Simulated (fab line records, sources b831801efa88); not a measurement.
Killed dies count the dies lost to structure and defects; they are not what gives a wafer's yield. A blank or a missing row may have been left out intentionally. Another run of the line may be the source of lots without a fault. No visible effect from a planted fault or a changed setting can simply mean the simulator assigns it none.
Code-filled problem report in 8D (eight disciplines) form | flow gf180mcu | the parts of the form that need people (team, actions taken, sign-off) are left out

## 1. WHAT WENT WRONG
Mean of cd-nm at GF_POLY_GATE_CD_MEAS_10: 274.2 nm across 6 wafers in 2 lots; on wafers with no fault it is 280.0 nm (standard deviation 1). That puts it -5.8 standard deviations away from the usual mean.
The step: target cd 280 nm.
First seen on wafer L374.1, day 11 23:47, on cd-sem-02. The record holds 42 wafers of 14 lots with a number at this step. Rule for "out", or "out of limits": more than 4 standard deviations from the usual mean. The rest of the wafers with a number are treated as sound.

## 2. WHAT IT IS AND WHAT IT IS NOT
question                    | is                     | is not
which readings at this step | cd-nm                  | -
which lots                  | L374, L375             | L366, L367, L368, L369, L370, L371, L376, L384, L385, L386, L387, L388
which wafers of those lots  | all that have a number | -
read on which gauges        | cd-sem-01, cd-sem-02   | -
when                        | from day 11 23:47      | up to then (18 sound wafers); but 18 sound wafers of L376, L384, L385, L386, L387, L388 came after

## 3. WHAT RULES OUT EACH SUSPECT
Counting: any tool at a process step up to the reading is kept as a suspect provided that every lot that is out went through it and no sound lot did after the first of them.
- the gauge at GF_POLY_GATE_CD_MEAS_10 is ruled out. 2 gauges (cd-sem-01, cd-sem-02) read the wafers that are out.
- litho-track-01 at GF_POLY_GATE_SOFTBAKE_06 (time 60 s): ruled out as a lasting fault. The sound lots L384, L385 went through it after L374, its earliest lot that is out (day 11 14:00).
Left after counting: nothing in the record.

## 4. THE CAUSE (what the simulator had put in)
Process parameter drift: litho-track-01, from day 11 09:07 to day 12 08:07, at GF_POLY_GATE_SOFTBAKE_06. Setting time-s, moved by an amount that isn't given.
Counting ruled it out, wrongly: the rule takes a fault to strike every lot that its tool runs from its start on, and this one did not.

## 5. THE CHAIN OF EFFECTS, in route order
Each row: a reading whose mean over the struck wafers that have a number lies more than 3 standard deviations from the usual. Readings are gone through only where the record gives a usual standard deviation; hours: the median, over the lots, of the time from a lot's start at the first step in this table giving one to that lot's start at this step; sigmas: the change measured in usual standard deviations.
hours | step                     | reading      | usual    | on struck wafers | change | sigmas
0     | GF_POLY_GATE_SOFTBAKE_06 | run-length-s | 89.32 s  | 133.45           | +44.13 | +99 or more
10    | GF_POLY_GATE_CD_MEAS_10  | cd-nm        | 280.0 nm | 274.2            | -5.8   | -5.8
The process steps in it:
- GF_POLY_GATE_SOFTBAKE_06: time 60 s.
Later steps that measure or inspect, where all struck wafers having a row at the step show a number for every such reading and not one has moved that far: GF_HV_LDD_CD_MEAS_31, GF_HV_LDD_OVL_MEAS_32, GF_PSD_TW_MEAS_11.

## 6. HOW IT WOULD HAVE BEEN CAUGHT EARLIER
15 hours passed between the start of the fault at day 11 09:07 and the first reading out of limits at a measuring or inspecting step in this record, taken at day 11 23:47.
At GF_POLY_GATE_SOFTBAKE_06, the tool's own readings (run-length-s) were out on each struck wafer the step has a row for, so an alarm limit on them would have fired on the first such wafer.
